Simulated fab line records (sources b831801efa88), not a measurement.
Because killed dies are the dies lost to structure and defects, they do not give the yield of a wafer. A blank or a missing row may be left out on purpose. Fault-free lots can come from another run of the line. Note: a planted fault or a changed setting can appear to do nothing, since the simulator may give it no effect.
fab line records	flow sky130
[record] lots = 6	wafers = 16	lastDay = 48
route steps=708 shown METAL4@629 VIA4@639 METAL5@661 PAD_OPEN@708
lots that met no fault: from a run of the same line without faults
startH: start of the lot's first displayed wafer, in hours after the record's first day	waitH: hours since the lot's step before	" repeats the value in the row above	L1.1+2: several wafers, shown together as one row	- no value, or no start was given	* or withheld: withheld	< > ~ a bound
route shown NAME@n: NAME is a module with steps in the file, n the number in the route of the first one	usual: mean/standard deviation of fault-free wafers	same: alike in all rows	chamber/n: place in a boat	sites: each site's reading	_std_site: standard deviation of those values	_edge_site: inner sites' mean taken away from outer sites' mean	radiusMm: how far each site lies from the wafer's centre	mask NAME#n: copy n	behind: tool/chamber where the wafer was last shaped	hold: why the lot went on hold/how many hours it stayed there/how the hold came to an end	device: the transistor (n, p or np) that didn't switch	end of line: the route-end tests of the same wafers	step lacking rows: just its recipe	killed: count of dies lost to structure and defects at first sort (not the wafer's yield)	map: dies across one wafer; x = killed, . = not, _ = none there
set.NAME: the setting that was run; set.NAME@STEP: the one run at that earlier step	model.NAME: the simulator's own value behind a step, which no gauge read
lots seen at some steps along the route; tables by step, rows by wafer
services: when a tool's chamber went out of use (startH, in hours from the record's first day, below 0 if earlier), for how many hours, and the reason
[[steps]]
[step SKY_METAL4_CD_MEAS_13]
[recipe] targetCdNm = 300
[usual] cdNm = 299.9/1.4
lot.wafer	tool	chamber	startH	waitH	cdNm
L985.3	cdSem-02	-	975.91	-	299.5
L985.4	"	-	"	"	300.4
L985.5	"	-	"	"	300.2
L986.1	cdSem-02	-	979.04	-	301.9
L986.3	"	-	"	"	302.4
L986.6	"	-	"	"	301.5
L990.1	cdSem-02	-	1012.69	-	298.3
L990.5	"	-	"	"	300.2
L990.6	"	-	"	"	299.5
L991.1	cdSem-01	-	1016.82	-	299.7
L991.3	"	-	"	"	300.2
L991.4	"	-	"	"	298.9
L997.5	cdSem-02	-	1060.97	-	300.7
L998.1	cdSem-02	-	1067.82	-	300.8
L998.2	"	-	"	"	301.7
L998.5	"	-	"	"	302.1
[step SKY_METAL4_OVL_MEAS_14]
[usual] METAL4_OVL = 3/5.8
lot.wafer	tool	chamber	startH	waitH	METAL4_OVL[nm]
L985.3	overlay-02	-	976.01	0.1	11
L985.4	"	-	"	"	-3
L985.5	"	-	"	"	6
L986.1	overlay-02	-	979.16	0.1	13
L986.3	"	-	"	"	14
L986.6	"	-	"	"	13
L990.1	overlay-02	-	1012.81	0.1	8
L990.5	"	-	"	"	1
L990.6	"	-	"	"	1
L991.1	overlay-01	-	1016.94	0.1	6
L991.3	"	-	"	"	17
L991.4	"	-	"	"	18
L997.5	overlay-02	-	1061.04	0.0	7
L998.1	overlay-01	-	1067.94	0.1	-4
L998.2	"	-	"	"	3
L998.5	"	-	"	"	1
[step SKY_METAL4_DESCUM_15]
[recipe] chemistry = O2	sourcePowerW = 150	biasPowerW = 0	pressureMtorr = 10	tempC = 40	timeS = 8
[step SKY_METAL4_ETCH_16]
[recipe] chemistry = N2/H2	target = BARC	ionEnergyEv = 200	biasW = 100	pressureMtorr = 30	n2FlowSccm = 100	h2FlowSccm = 200	icpW = 500	stopOn = SiO2	timeS = 88.2	targetDepthA = 600
[step SKY_METAL4_ETCH_17]
[recipe] target = SiO2	stopOn = TiN	chemistry = C4F8/O2/Ar	sourceW = 1500	biasW = 1200	pressureMtorr = 40	c4f8FlowSccm = withheld	O2_flow_sccm = 6	Ar_flow_sccm = 300	timeS = 3.9	targetDepthA = 150
[step SKY_METAL4_METAL_ETCH_18]
[recipe] targetDepthA = 8450	stopOn = SiO2	overEtchFrac = 0.3	timeS = 183.1	chemistry = Cl2/BCl3	resistSidewallDeg = 88	pressureMtorr = 10	icpW = 900	biasW = 48.5	Cl2_flow_sccm = 60	bcl3FlowSccm = 30
[step SKY_METAL4_STRIP_19]
[recipe] chemistry = O2/N2	powerW = 1400	pressureMtorr = 1500	platenTempC = withheld	o2FlowSccm = 3000	n2FlowSccm = 300	overashFraction = 0.5
[step SKY_METAL4_STRIP_20]
[recipe] chemistry = postEtchResidueRemover	timeS = 1200	tempC = 72.5
[step SKY_METAL4_CLEAN_21]
[recipe] chemistry = IPA	timeS = 180	tempC = 25
[step SKY_METAL4_CLEAN_22]
[recipe] chemistry = O3/DIW	dry = n2Spin
[step SKY_VIA4_HDPCVD_00]
[recipe] material = SiO2	targetThkNm = 1750	sigmaOpenFrac = 0.3	timeS = 291.7	tempC = 400	sih4FlowSccm = 60	pressureMtorr = 6
[step SKY_VIA4_THK_MEAS_01]
[recipe] reads = SiO2_of_VIA4_HDPCVD_00
[usual] VIA4_HDPCVD_THK = 1751/18
lot.wafer	tool	chamber	startH	waitH	VIA4_HDPCVD_THK[nm]
L985.3	filmMetro-04	-	977.33	0.1	1728
L985.4	"	-	"	"	1750
L985.5	"	-	"	"	1755
L986.1	filmMetro-04	-	980.30	0.1	1785
L986.3	"	-	"	"	1765
L986.6	"	-	"	"	1746
L990.1	filmMetro-03	-	1013.94	0.1	1772
L990.5	"	-	"	"	1739
L990.6	"	-	"	"	1762
L991.1	filmMetro-04	-	1018.08	0.1	1786
L991.3	"	-	"	"	1756
L991.4	"	-	"	"	1753
L997.5	filmMetro-03	-	1062.27	0.0	1781
L998.1	filmMetro-01	-	1069.08	0.1	1749
L998.2	"	-	"	"	1750
L998.5	"	-	"	"	1751
[step SKY_VIA4_CMP_02]
[recipe] material = SiO2	downForcePsi = 4	platenRpm = 60	padVelocityMS = 0.94248
[usual] motorCurrentA = 12.0/0.8
lot.wafer	tool	chamber	startH	waitH	motorCurrentA
L985.3	cmp-02	2	977.37	0.0	10.4
L985.4	"	0	"	"	12.2
L985.5	"	2	"	"	11.1
L986.1	cmp-02	1	980.46	0.1	12.0
L986.3	"	2	"	"	10.7
L986.6	"	0	"	"	13.2
L990.1	cmp-01	2	1014.05	0.1	12.1
L990.5	"	1	"	"	13.1
L990.6	"	2	"	"	12.7
L991.3	cmp-02	0	1018.14	0.0	12.8
L991.1	"	1	"	"	12.0
L991.4	"	2	"	"	10.8
L997.5	cmp-01	0	1062.77	0.5	12.1
L998.2	cmp-01	1	1069.19	0.1	12.5
L998.1	"	2	"	"	12.3
L998.5	"	0	"	"	12.2
[step SKY_VIA4_BOW_MEAS_03]
[recipe] mode = bow
[usual] VIA4_BOW = 81/8.4
lot.wafer	tool	chamber	startH	waitH	VIA4_BOW[um]
L985.3	filmMetro-03	-	977.71	0.3	68
L985.4	"	-	"	"	78
L985.5	"	-	"	"	65
L986.1	filmMetro-01	-	980.66	0.1	89
L986.3	"	-	"	"	93
L986.6	"	-	"	"	86
L990.1	filmMetro-04	-	1014.30	0.2	75
L990.5	"	-	"	"	81
L990.6	"	-	"	"	78
L991.1	filmMetro-04	-	1018.47	0.2	91
L991.3	"	-	"	"	87
L991.4	"	-	"	"	79
L997.5	filmMetro-01	-	1062.90	0.1	83
L998.1	filmMetro-03	-	1069.44	0.1	77
L998.2	"	-	"	"	75
L998.5	"	-	"	"	86
[step SKY_VIA4_DEHYDRATE_04]
[recipe] tempC = 200	timeS = 60
[step SKY_VIA4_HMDS_05]
[recipe] primeTimeS = 60	primeTempC = 120
[step SKY_VIA4_COAT_06]
[recipe] resist = NOVOLAK	spinRpm = 3000	resistThkNm = 1140
[step SKY_VIA4_SOFTBAKE_07]
[recipe] tempC = 90	timeS = 60	resist = NOVOLAK
[step SKY_VIA4_EXPOSE_08]
[recipe] maskId = VIM4	na = 0.6	sourceShape = conventional	sigmaOuter = 0.6	polarization = unpolarized	targetCdNm = 800	doseMj = 132
[step SKY_VIA4_PEB_09]
[recipe] tempC = withheld	timeS = *	resist = NOVOLAK
[step SKY_VIA4_DEVELOP_10]
[recipe] resist = NOVOLAK	developer = TMAH	developTimeS = 60	devTempC = 23
[step SKY_VIA4_OVL_MEAS_11]
[usual] VIA4_OVL = -0.3/1.2
lot.wafer	tool	chamber	startH	waitH	VIA4_OVL[nm]
L985.3	overlay-01	-	1000.77	0.1	-0.4
L985.4	"	-	"	"	-2.3
L985.5	"	-	"	"	-0.8
L986.1	overlay-02	-	1004.24	0.1	-0.1
L986.3	"	-	"	"	-1.0
L986.6	"	-	"	"	2.3
L990.1	overlay-02	-	1036.74	0.1	-0.7
L990.5	"	-	"	"	-0.5
L990.6	"	-	"	"	-0.7
L991.1	overlay-01	-	1040.26	0.1	-1.8
L991.3	"	-	"	"	-1.1
L991.4	"	-	"	"	-0.5
L997.5	overlay-01	-	1084.02	0.0	-2.3
L998.1	overlay-01	-	1089.56	0.1	1.6
L998.2	"	-	"	"	0.9
L998.5	"	-	"	"	-0.3
[step SKY_VIA4_ETCH_12]
[recipe] target = SiO2	chemistry = C4F8/O2/Ar	stopOn = TiN	maskMaterial = NOVOLAK	sourceW = 1500	biasW = 1200	pressureMtorr = 40	c4f8FlowSccm = withheld	O2_flow_sccm = 6	Ar_flow_sccm = 300	timeS = withheld	targetDepthA = 5800
[step SKY_VIA4_STRIP_13]
[recipe] chemistry = O2/N2	powerW = 1400	pressureMtorr = 1500	platenTempC = withheld	o2FlowSccm = 3000	n2FlowSccm = 300	overashFraction = 0.5
[usual] chamberPressureMTorr = 1499.9/1.3	drypumpMotorCurrentA = 5.8/0.36	oesProductAu = 0.709/0.0043	stripTimeToEndpointS = 12.80/0.031
lot.wafer	tool	chamber	startH	waitH	chamberPressureMTorr	drypumpMotorCurrentA	oesProductAu	rfHoursCounterH	stripTimeToEndpointS
L985.3	plasmaAsher-01	1	1000.90	-	1499.8	5.1	0.712	-	12.76
L985.4	"	0	"	"	1498.6	5.8	0.703	-	12.81
L985.5	"	0	"	"	1500.5	5.8	0.701	-	12.77
L986.1	plasmaAsher-03	0	1004.35	-	1497.9	5.5	0.708	56	12.81
L986.3	"	0	"	"	1501.7	5.5	0.707	-	12.82
L986.6	"	0	"	"	1498.5	5.5	0.706	-	12.84
L990.1	plasmaAsher-03	1	1036.85	-	1502.7	6.0	0.716	59	12.78
L990.5	"	0	"	"	1501.8	5.6	0.707	-	12.84
L990.6	"	1	"	"	1503.9	6.0	0.712	-	12.82
L991.1	plasmaAsher-03	1	1040.37	-	1499.1	6.1	0.711	60	12.75
L991.3	"	1	"	"	1499.4	6.0	0.708	-	12.81
L991.4	"	0	"	"	1500.3	5.5	0.711	-	12.78
L997.5	plasmaAsher-04	0	1084.17	-	1499.5	6.3	0.712	-	12.80
L998.1	plasmaAsher-04	0	1089.67	-	1499.7	6.3	0.709	35	12.83
L998.2	"	1	"	"	1500.0	5.9	0.710	35	12.79
L998.5	"	0	"	"	1496.8	6.3	0.712	-	12.79
[step SKY_VIA4_STRIP_14]
[recipe] chemistry = postEtchResidueRemover	timeS = 1200	tempC = 72.5
[step SKY_VIA4_CLEAN_15]
[recipe] chemistry = IPA	timeS = 180	tempC = 25
[step SKY_VIA4_CLEAN_16]
[recipe] chemistry = O3/DIW	dry = n2Spin
[step SKY_VIA4_SPUTTER_17]
[recipe] material = TiN	targetThkNm = 20	chamberPressurePa = 5	powerW = 4000	timeS = 80
[step SKY_VIA4_CVD_18]
[recipe] material = W	targetThkNm = 505	timeS = 152.14	tempC = 400	pressureTorr = 40
[usual] heaterPowerW = 861/29
lot.wafer	tool	chamber	startH	waitH	heaterPowerW
L985.3	cvdW-02	0	1001.61	0.1	850
L985.4	"	1	"	"	816
L985.5	"	0	"	"	870
L986.1	cvdW-01	1	1005.09	0.0	889
L986.3	"	0	"	"	864
L986.6	"	1	"	"	886
L990.1	cvdW-01	0	1037.51	0.0	882
L990.5	"	1	"	"	875
L990.6	"	0	"	"	890
L991.1	cvdW-01	1	1041.06	0.0	895
L991.3	"	1	"	"	885
L991.4	"	0	"	"	876
L997.5	cvdW-01	1	1084.86	0.1	877
L998.1	cvdW-01	1	1090.33	0.0	906
L998.2	"	0	"	"	862
L998.5	"	1	"	"	851
[step SKY_VIA4_RS_MEAS_19]
[recipe] thkMeasGauge = four-point-probe	reads = W_of_VIA4_CVD_18+TiN_of_VIA4_SPUTTER_17
[usual] VIA4_W_RS = 0.2278/0.0021
lot.wafer	tool	chamber	startH	waitH	VIA4_W_RS[ohm/sq]
L985.3	filmMetro-03	-	1001.75	0.1	0.2249
L985.4	"	-	"	"	0.2256
L985.5	"	-	"	"	0.2230
L986.1	filmMetro-03	-	1005.24	0.1	0.2314
L986.3	"	-	"	"	0.2287
L986.6	"	-	"	"	0.2312
L990.1	filmMetro-01	-	1037.66	0.1	0.2274
L990.5	"	-	"	"	0.2271
L990.6	"	-	"	"	0.2260
L991.1	filmMetro-04	-	1041.21	0.1	0.2283
L991.3	"	-	"	"	0.2298
L991.4	"	-	"	"	0.2265
L997.5	filmMetro-01	-	1084.99	0.1	0.2278
L998.1	filmMetro-04	-	1090.48	0.1	0.2276
L998.2	"	-	"	"	0.2328
L998.5	"	-	"	"	0.2282
[step SKY_VIA4_THK_MEAS_20]
[recipe] thkMeasGauge = xrf	reads = W_of_VIA4_CVD_18
[usual] VIA4_W_THK = 518/7
lot.wafer	tool	chamber	startH	waitH	VIA4_W_THK[nm]
L985.3	filmMetro-03	-	1001.85	0.1	528
L985.4	"	-	"	"	526
L985.5	"	-	"	"	537
L986.1	filmMetro-03	-	1005.36	0.1	516
L986.3	"	-	"	"	518
L986.6	"	-	"	"	514
L990.1	filmMetro-01	-	1037.78	0.1	522
L990.5	"	-	"	"	525
L990.6	"	-	"	"	526
L991.1	filmMetro-04	-	1041.33	0.1	514
L991.3	"	-	"	"	512
L991.4	"	-	"	"	521
L997.5	filmMetro-01	-	1085.07	0.1	521
L998.1	filmMetro-04	-	1090.60	0.1	514
L998.2	"	-	"	"	501
L998.5	"	-	"	"	509
[step SKY_VIA4_CMP_21]
[recipe] stopOn = SiO2	tOverpolishS = 25	downForcePsi = 3.5	platenRpm = 60	targetThkNm = 0	padVelocityMS = 0.94248
[usual] motorCurrentA = 11.1/0.85	overpolishRunS = 25.000/0.01	timeToEndpointS = 122/4.2
lot.wafer	tool	chamber	startH	waitH	motorCurrentA	overpolishRunS	timeToEndpointS
L985.4	cmp-02	1	1001.89	0.0	11.3	25.002	124
L985.3	"	0	"	"	12.0	25.004	116
L985.5	"	2	"	"	10.1	24.986	124
L986.1	cmp-02	2	1005.47	0.1	9.9	25.012	123
L986.3	"	0	"	"	12.3	25.020	112
L986.6	"	2	"	"	9.7	25.012	122
L990.1	cmp-02	0	1038.05	0.3	12.5	25.010	112
L990.6	"	2	"	"	9.6	25.003	126
L990.5	"	3	"	"	10.7	24.995	121
L991.4	cmp-02	2	1041.44	0.1	9.5	25.013	122
L991.1	"	3	"	"	10.4	24.996	123
L991.3	"	0	"	"	11.4	25.011	111
L997.5	cmp-02	3	1085.90	0.8	10.9	24.998	122
L998.2	cmp-01	0	1090.71	0.1	11.3	25.005	116
L998.1	"	2	"	"	11.2	24.994	117
L998.5	"	3	"	"	11.4	24.991	123
[step SKY_METAL5_SPUTTER_00]
[recipe] material = Ti	targetThkNm = 15	powerW = 3000	timeS = 10	chamberPressurePa = 0.4
[step SKY_METAL5_SPUTTER_01]
[recipe] material = TiN	targetThkNm = 20	powerW = 6500	timeS = 16.7	chamberPressurePa = 0.4
[step SKY_METAL5_SPUTTER_02]
[recipe] material = AlCu	targetThkNm = 1150	powerW = 10600	timeS = 61.2	chamberPressurePa = 0.4
[usual] throttleValvePct = 30.2/0.71
lot.wafer	tool	chamber	startH	waitH	throttleValvePct
L985.3	pvdSputter-04	-	1002.24	0.0	30.3
L985.4	"	-	"	"	30.1
L985.5	"	-	"	"	30.2
L986.1	pvdSputter-03	-	1005.77	0.0	30.5
L986.3	"	-	"	"	30.3
L986.6	"	-	"	"	30.4
L990.1	pvdSputter-04	-	1038.30	0.0	29.9
L990.5	"	-	"	"	30.1
L990.6	"	-	"	"	30.1
L991.1	pvdSputter-04	-	1041.74	0.0	30.2
L991.3	"	-	"	"	31.6
L991.4	"	-	"	"	28.6
L997.5	pvdSputter-01	-	1086.07	0.0	30.5
L998.1	pvdSputter-04	-	1091.00	0.0	30.1
L998.2	"	-	"	"	28.2
L998.5	"	-	"	"	31.7
[step SKY_METAL5_SPUTTER_03]
[recipe] material = Ti	targetThkNm = 5	powerW = 3000	timeS = 3.3	chamberPressurePa = 0.4
[step SKY_METAL5_SPUTTER_04]
[recipe] material = TiN	targetThkNm = 70	powerW = 6500	timeS = 58.3	chamberPressurePa = 0.4
[usual] throttleValvePct = 30.2/0.72
lot.wafer	tool	chamber	startH	waitH	throttleValvePct
L985.3	pvdSputter-04	-	1002.30	0.0	30.1
L985.4	"	-	"	"	29.9
L985.5	"	-	"	"	30.4
L986.1	pvdSputter-03	-	1005.83	0.0	30.9
L986.3	"	-	"	"	30.3
L986.6	"	-	"	"	30.3
L990.1	pvdSputter-04	-	1038.36	0.0	29.9
L990.5	"	-	"	"	30.4
L990.6	"	-	"	"	30.1
L991.1	pvdSputter-04	-	1041.80	0.0	30.3
L991.3	"	-	"	"	31.9
L991.4	"	-	"	"	28.6
L997.5	pvdSputter-01	-	1086.14	0.0	30.4
L998.1	pvdSputter-04	-	1091.07	0.0	29.9
L998.2	"	-	"	"	28.5
L998.5	"	-	"	"	31.9
[step SKY_METAL5_RS_MEAS_05]
[recipe] thkMeasGauge = four-point-probe	reads = TiN_of_METAL5_SPUTTER_04+Ti_of_METAL5_SPUTTER_03+AlCu_of_METAL5_SPUTTER_02+TiN_of_METAL5_SPUTTER_01+Ti_of_METAL5_SPUTTER_00
[usual] METAL5_ALCU_RS = 0.02717/0.00029
lot.wafer	tool	chamber	startH	waitH	METAL5_ALCU_RS[ohm/sq]
L985.3	filmMetro-04	-	1002.39	0.1	0.02686
L985.4	"	-	"	"	0.02653
L985.5	"	-	"	"	0.02659
L986.1	filmMetro-04	-	1005.88	0.0	0.02709
L986.3	"	-	"	"	0.02756
L986.6	"	-	"	"	0.02702
L990.1	filmMetro-04	-	1038.41	0.0	0.02728
L990.5	"	-	"	"	0.027
L990.6	"	-	"	"	0.02727
L991.1	filmMetro-01	-	1041.85	0.0	0.02654
L991.3	"	-	"	"	0.02708
L991.4	"	-	"	"	0.02695
L997.5	filmMetro-04	-	1086.24	0.1	0.02736
L998.1	filmMetro-01	-	1091.12	0.0	0.02752
L998.2	"	-	"	"	0.0276
L998.5	"	-	"	"	0.02756
[step SKY_METAL5_THK_MEAS_06]
[recipe] thkMeasGauge = xrf	reads = AlCu_of_METAL5_SPUTTER_02
[usual] METAL5_ALCU_THK = 1142/15
lot.wafer	tool	chamber	startH	waitH	METAL5_ALCU_THK[nm]
L985.3	filmMetro-04	-	1002.49	0.1	1153
L985.4	"	-	"	"	1158
L985.5	"	-	"	"	1156
L986.1	filmMetro-04	-	1006.00	0.1	1139
L986.3	"	-	"	"	1124
L986.6	"	-	"	"	1143
L990.1	filmMetro-04	-	1038.53	0.1	1130
L990.5	"	-	"	"	1143
L990.6	"	-	"	"	1129
L991.1	filmMetro-01	-	1041.97	0.1	1180
L991.3	"	-	"	"	1163
L991.4	"	-	"	"	1161
L997.5	filmMetro-04	-	1086.32	0.1	1133
L998.1	filmMetro-01	-	1091.24	0.1	1133
L998.2	"	-	"	"	1128
L998.5	"	-	"	"	1124
[step SKY_METAL5_DEHYDRATE_07]
[recipe] tempC = 200	timeS = 60
[step SKY_METAL5_HMDS_08]
[recipe] primeTimeS = 60	primeTempC = 120
[step SKY_METAL5_COAT_09]
[recipe] resist = NOVOLAK	spinRpm = 3000	resistThkNm = 1800
[step SKY_PAD_OPEN_PROBE_99]
[usual] killed_at_M0_to_M3 = 43/6.7	killed_at_M4_up = 3.0/1.9	killedAtContacts = 25/5.4	killedAtFrontEnd = 16/4.5	killedAtOther = 0.4/0.62	killedDies = 87/9.6	killedOnRim = 17/3.6	killedOpen = 47/7	killedShort = 39/6.1
[same] grossDies = 492	killedAtBackSide = 0
lot.wafer	tool	chamber	startH	waitH	killed_at_M0_to_M3	killed_at_M4_up	killedAtContacts	killedAtFrontEnd	killedAtOther	killedDies	killedOnRim	killedOpen	killedShort
L985.3	prober-01	-	1072.49	0.2	51	4	30	18	0	103	20	60	42
L985.4	prober-01	-	1072.54	0.2	34	1	33	14	0	82	16	55	26
L985.5	prober-01	-	1072.59	0.2	54	2	32	17	0	105	18	59	46
L997.5	prober-01	-	1148.02	0.2	37	208	13	13	0	271	55	46	21
L998.5	prober-02	-	1151.88	0.2	32	225	13	8	0	278	60	31	23
// killed by level:class
L985.3 CONTACT:geometricParticle:open=12 VIA1:geometricParticle:open=11 VIA3:geometricParticle:open=9 METAL1:geometricParticle:short=8 LI_CONTACT:geometricParticle:open=7 VIA1:geometricParticle:short=6 FIELD_ISO:geometricParticle:open=6 CONTACT:geometricParticle:short=5
L985.4 CONTACT:geometricParticle:open=15 VIA1:geometricParticle:open=11 LI_CONTACT:geometricParticle:open=9 LOCAL_INTERCONNECT:geometricParticle:short=5 VIA2:geometricParticle:open=5 FIELD_ISO:geometricParticle:open=4 METAL2:geometricParticle:short=4 VIA3:geometricParticle:open=4
L985.5 CONTACT:geometricParticle:open=14 VIA2:geometricParticle:open=13 VIA1:geometricParticle:open=11 METAL2:geometricParticle:short=8 LI_CONTACT:geometricParticle:open=7 METAL3:geometricParticle:short=6 LOCAL_INTERCONNECT:geometricParticle:short=5 FIELD_ISO:geometricParticle:open=4
L997.5 VIA4:unspecified=202 VIA1:geometricParticle:open=13 VIA3:geometricParticle:open=7 VIA2:geometricParticle:open=6 POLY_GATE:geometricParticle:open=4 CONTACT:geometricParticle:open=4 VIA2:geometricParticle:short=3 LI_CONTACT:geometricParticle:short=3
L998.5 VIA4:unspecified=224 VIA1:geometricParticle:open=9 CONTACT:geometricParticle:open=6 LI_CONTACT:geometricParticle:open=4 VIA2:geometricParticle:short=4 VIA2:geometricParticle:open=4 VIA1:geometricParticle:short=3 METAL2:geometricParticle:short=3
// map L997.5 (x killed, . not)
__________x.x.x...x._________
________.xxxxxxx.xx.x._______
______x.x.x....xx...x.x._____
_____xxx..xxxxxx.x....xx.____
____x.x.x.....xxx.xx.xxxxx___
___.xxx.x.x..x..xx.x...xxxx__
__.x....x.....xxx...x.....xx_
_.....x.x.x..x.....x.xx.x.x..
_x.x.x.xxxxx....x..x...x.xx..
_..xx..x..xxxx.x.x..x..x.x.xx
_..xxx.xxxxx.xxxx.xxxxx.x.xx.
_...x.xxxxx..x.xx.x..xxxxx.x.
_x..x.xxxx.xxxx..x.xxxx..x.xx
_.xxxxxxx..x...x.x.x..xxxx..x
_x.x...x.xxxxxx.x.xxxxxxxxx.x
__xx.xxx.....xx...xxxxxxx.xx_
___..x...x.....xxxx..x.xxxx__
____xx..x..xxx.xxx....xxxx___
_____xxxxxxx.xxx...xx..xx____
______x.xx.xxxx...xx..xx_____
________.xxxx.xx.x...x_______
__________.x.x.xx.x._________
// map L998.5 (x killed, . not)
__________xx..x.xxx._________
________x.xx.xx...x..x_______
______..x.xxxx.xx...xxxx_____
_____x..xxx...x.x....x..x____
____..x.....xxxx.x...xx.x.___
___.....x..xx.x..xxxx.xx.xx__
__.x....xxxxxx..x..x.x.xxxx._
_xxxxx..xxx.x....xxx.xxxxxxxx
_.x..xx.x.xxxxxxxxx.x...x...x
_x..x.x.xx....x.xx.x..x.xx.x.
_x.x.x.xx..x..xx.xxx.xxx.xxx.
_x.xxxxx..xxxx..xxx.xxxxxxxxx
_..x.xx.x...x...x.x..x.xxxx..
_xxx..x.xxxxx.xxx.....xxxx..x
_x..xx...x.x.x.xxxxxxx.x.x.x.
__xxxx..x..xx.xx..x...xx.x.x_
___xxxxxx..x.xxxxxxx...x..x__
____xx...x.x..xxxxx..x.xxx___
_____xx..xx..x..x..xxx.xx____
______..xx..xxxx.x....x._____
________x.x.xx.x.xxx.x_______
__________..xxxxx.xx_________
[[services]]
tool	chamber	startH	hours	kind
cmp-02	-	954.89	5.3	pm
cmp-02	-	955.93	1.0	repair
plasmaAsher-01	-	973.02	2.8	repair
pvdSputter-04	2	982.05	-	consumableReplace:kit
pvdSputter-04	2	982.05	18.0	scheduledDown
pvdSputter-04	2	982.05	18.0	ventCycle
cvdW-01	-	1011.96	0.8	repair
pvdSputter-03	-	1014.56	1.2	repair
pvdSputter-01	0	1033.53	-	consumableReplace:kit
pvdSputter-01	0	1033.53	18.0	scheduledDown
pvdSputter-01	0	1033.53	18.0	ventCycle
plasmaAsher-01	-	1055.25	9.0	pm
plasmaAsher-01	0	1055.25	9.0	ventCycle
plasmaAsher-01	1	1055.25	9.0	ventCycle
plasmaAsher-01	0	1064.25	-	clean
plasmaAsher-01	1	1064.25	-	clean
cmp-01	-	1064.36	2.2	repair
cmp-01	-	1078.68	1.3	repair
pvdSputter-04	1	1080.46	-	consumableReplace:kit
pvdSputter-04	1	1080.46	18.0	scheduledDown
pvdSputter-04	1	1080.46	18.0	ventCycle
cmp-01	-	1084.09	4.0	pm
cmp-01	-	1088.09	-	consumableReplace:conditioner
cmp-01	-	1088.09	-	consumableReplace:pad
[[key]]
[firstSign] step = SKY_PAD_OPEN_PROBE_99	reading = killed_at_M4_up	direction = up	sigmas = 99+	usual = 3.0	struck = 216.5
[effect] step = SKY_PAD_OPEN_PROBE_99	reading = killedDies	direction = up	sigmas = 20	usual = 87	struck = 274
metAt SKY_VIA4_CMP_02
struckWafers L997.5,L998.5
testerLeftOut L997
[earlierFault] kind = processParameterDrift	tool = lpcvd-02	chamber = 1	onsetH = 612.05	steps = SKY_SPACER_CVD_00	channel = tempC	offset = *	shape = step	endH = 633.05	actsIn = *	stated = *
[fault] kind = chamberParticleSource	tool = cmp-01	chamber = 0	onsetH = 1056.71	steps = SKY_VIA4_CMP_02	ratePerVisitCm2 = 1.1585	endH = 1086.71
// testerLeftOut: of these lots the tester's yield and bins aren't shown, on N5 and GAA mostly nor the transistor test; their killed dies are dies lost to structure and defects alone, not to doping, threshold or leakage, so they don't give the yield
